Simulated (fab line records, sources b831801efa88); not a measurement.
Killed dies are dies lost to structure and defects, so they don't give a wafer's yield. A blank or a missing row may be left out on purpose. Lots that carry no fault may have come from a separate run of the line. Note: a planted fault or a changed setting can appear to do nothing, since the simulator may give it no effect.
What tool caused it? | flow sky130 | 12 lots with 36 wafers sampled at 5 steps, on a route of 708 steps

== WHAT EACH GAUGE READ, for each wafer ==
SKY_NWELL_OVL_MEAS_10.
lot  | measured     | on         | NWELL_00_OVL (nm)
L877 | day 4 14:05  | overlay-02 | 1.5 0.5 0.2
L881 | day 5 14:17  | overlay-01 | -2.4 -2.6 -3.4
L883 | day 5 23:29  | overlay-02 | -2.3 -2.0 -2.6
L884 | day 6 06:11  | overlay-01 | 0.1 -0.7 -1.5
L886 | day 6 19:06  | overlay-01 | -1.3 -3.0 -1.3
L891 | day 8 00:26  | overlay-01 | -0.3 -0.8 -1.7
L892 | day 8 07:21  | overlay-01 | -1.4 -0.5 0.3
L898 | day 9 15:44  | overlay-02 | -0.5 -0.6 -0.3
L899 | day 9 21:59  | overlay-02 | 0.2 0.7 2.4
L900 | day 10 11:32 | overlay-02 | 1.0 -0.1 -0.3

SKY_NWELL_OVL_MEAS_23.
lot  | measured     | on         | NWELL_01_OVL (nm)
L877 | day 5 08:06  | overlay-01 | -1.8 -2.2 -2.1
L881 | day 6 09:11  | overlay-02 | -2.8 -2.1 -2.2
L883 | day 6 18:14  | overlay-02 | 0.1 0.4 1.3
L884 | day 7 01:56  | overlay-02 | -1.0 -1.0 0.1
L886 | day 7 15:32  | overlay-01 | 1.2 0.6 0.4
L891 | day 8 22:02  | overlay-01 | -0.1 -0.9 -0.8
L892 | day 9 04:50  | overlay-01 | -1.4 0.6 1.2
L898 | day 10 14:18 | overlay-01 | 0.6 -0.3 1.0
L899 | day 10 19:26 | overlay-02 | 0.2 -0.3 0.0
L900 | day 11 10:17 | overlay-01 | -0.1 -0.2 -1.2

SKY_VT_ADJUST_NCORE_CD_MEAS_07: the cd target is 380 nm.
lot  | measured     | on        | cd nm (nm)
L877 | day 8 14:45  | cd sem-01 | 379.0 378.7 378.8
L881 | day 9 21:29  | cd sem-02 | 381.7 379.2 380.3
L883 | day 10 10:50 | cd sem-01 | 381.4 380.1 383.2
L884 | day 10 16:08 | cd sem-02 | 377.8 379.4 375.4
L886 | day 11 08:00 | cd sem-01 | 384.3 381.5 382.7
L891 | day 12 18:53 | cd sem-01 | 383.8 382.4 383.7
L892 | day 13 02:17 | cd sem-01 | 380.8 379.4 378.3
L898 | day 14 18:30 | cd sem-01 | 381.2 379.3 378.9
L899 | day 15 00:25 | cd sem-02 | 382.2 379.4 379.3
L900 | day 15 18:23 | cd sem-01 | 379.0 376.1 377.4

== EACH LOT AND THE TOOL THAT RAN IT (in order: tool; ch and the chambers of the sampled wafers; start) ==
lot  | SKY_FIELD_ISO_ETCH_15             | SKY_FIELD_ISO_STRIP_16
L877 | rie diel-02 ch 0,1,3, day 2 06:36 | plasma asher-03 ch 0,1, day 2 06:39
L881 | rie diel-01 ch 0,3, day 3 02:54   | plasma asher-02 ch 0, day 3 02:58
L883 | rie diel-03 ch 1,2,3, day 3 12:06 | plasma asher-02 ch 0,1, day 3 12:09
L884 | rie diel-02 ch 1,2, day 3 17:19   | plasma asher-04 ch 0,1, day 3 17:25
L886 | rie diel-03 ch 1,2, day 4 04:12   | plasma asher-02 ch 0,1, day 4 04:15
L888 | rie diel-01 ch 0,1,2, day 4 14:30 | plasma asher-03 ch 0,1, day 4 14:34
L889 | rie diel-01 ch 0,1,2, day 4 19:06 | plasma asher-04 ch 0,1, day 4 19:09
L891 | rie diel-01 ch 1,2,3, day 5 07:27 | plasma asher-02 ch 0,1, day 5 07:30
L892 | rie diel-01 ch 0,2,3, day 5 13:48 | plasma asher-02 ch 0,1, day 5 13:51
L898 | rie diel-01 ch 0,1,3, day 6 20:18 | plasma asher-03 ch 1, day 6 20:22
L899 | rie diel-01 ch 0,2,3, day 6 22:42 | plasma asher-03 ch 0,1, day 6 22:46
L900 | rie diel-03 ch 0,1,3, day 7 06:50 | plasma asher-03 ch 0,1, day 7 06:54
- SKY_FIELD_ISO_ETCH_15: etches the open film in CHF3/O2, stops on Si, target depth 180 nm, time 72 s.
- SKY_FIELD_ISO_STRIP_16: strips in O2/N2.

== AS READ BY THE TOOLS THEMSELVES (means over the sampled wafers that have a number; for cases with no such wafer, the mark the record gives instead) ==
SKY_FIELD_ISO_ETCH_15.
lot  | tool        | O2_flow_sccm (sccm) | bias w (W) | drypump motor current A (A) | oes product au (a.u.) | throttle valve pct (%)
L877 | rie diel-02 | 5.001               | 200.4      | 5.6                         | 0.942                 | 8.849
L881 | rie diel-01 | 4.993               | 199.9      | 5.9                         | 0.942                 | 8.840
L883 | rie diel-03 | 4.994               | 200.0      | 5.7                         | 0.943                 | 8.845
L884 | rie diel-02 | 4.997               | 199.9      | 5.4                         | 0.939                 | 8.841
L886 | rie diel-03 | 4.988               | 200.0      | 5.6                         | 0.958                 | 8.850
L888 | rie diel-01 | -                   | -          | -                           | -                     | -
L889 | rie diel-01 | -                   | -          | -                           | -                     | -
L891 | rie diel-01 | 4.994               | 199.3      | 6.0                         | 0.941                 | 8.845
L892 | rie diel-01 | 5.012               | 200.4      | 5.8                         | 0.949                 | 8.849
L898 | rie diel-01 | 4.991               | 199.9      | 5.9                         | 0.943                 | 8.852
L899 | rie diel-01 | 5.001               | 200.0      | 5.8                         | 0.956                 | 8.853
L900 | rie diel-03 | 4.987               | 200.2      | 6.0                         | 0.948                 | 8.848

SKY_FIELD_ISO_STRIP_16.
lot  | tool            | drypump motor current A (A) | oes product au (a.u.) | strip time to endpoint s (s)
L877 | plasma asher-03 | 5.6                         | 0.376                 | 3.52
L881 | plasma asher-02 | 6.6                         | 0.374                 | 3.50
L883 | plasma asher-02 | 6.2                         | 0.379                 | 3.54
L884 | plasma asher-04 | 5.2                         | 0.378                 | 3.55
L886 | plasma asher-02 | 6.4                         | 0.380                 | 3.60
L888 | plasma asher-03 | 5.6                         | 0.447                 | 5.19
L889 | plasma asher-04 | 5.1                         | 0.447                 | 5.22
L891 | plasma asher-02 | 6.4                         | 0.380                 | 3.55
L892 | plasma asher-02 | 6.4                         | 0.378                 | 3.54
L898 | plasma asher-03 | 5.5                         | 0.376                 | 3.53
L899 | plasma asher-03 | 5.5                         | 0.375                 | 3.52
L900 | plasma asher-03 | 5.5                         | 0.377                 | 3.57

== THE ANSWER, worked out from the rows above alone ==
Rule: what is usual is taken from the lots themselves. The widest of any qualifying gaps counts: lots, ordered by their means at a reading, are off when they make up no more than a third of the lots, leave a main group of 4 or more, and stand apart from it by 3 or more times the standard deviation of that group's means. A main group whose means are all the same, to the digits that the tables above print for the reading, isn't used. A lot without any number at a reading at which 4 lots or more have one is off too. All remaining lots with rows at the step are treated as sound. First the gauges in route order, then the tools' own readings, where a lot's mean is used as printed above. The first step at which some lot is off is used, and at that step the reading that is off furthest; a lot without a number counts as furthest.
Off: L888, L889, at SKY_FIELD_ISO_ETCH_15 (O2_flow_sccm). Without a number there: L888, L889. The main group: mean 4.996 sccm, standard deviation 0.007.
A tool fits if, at that step or a process step before it, it ran every lot that is off, and no sound lot after the first of them. No candidate that was tried fits.

== WHAT WAS PUT IN BY THE SIMULATOR ==
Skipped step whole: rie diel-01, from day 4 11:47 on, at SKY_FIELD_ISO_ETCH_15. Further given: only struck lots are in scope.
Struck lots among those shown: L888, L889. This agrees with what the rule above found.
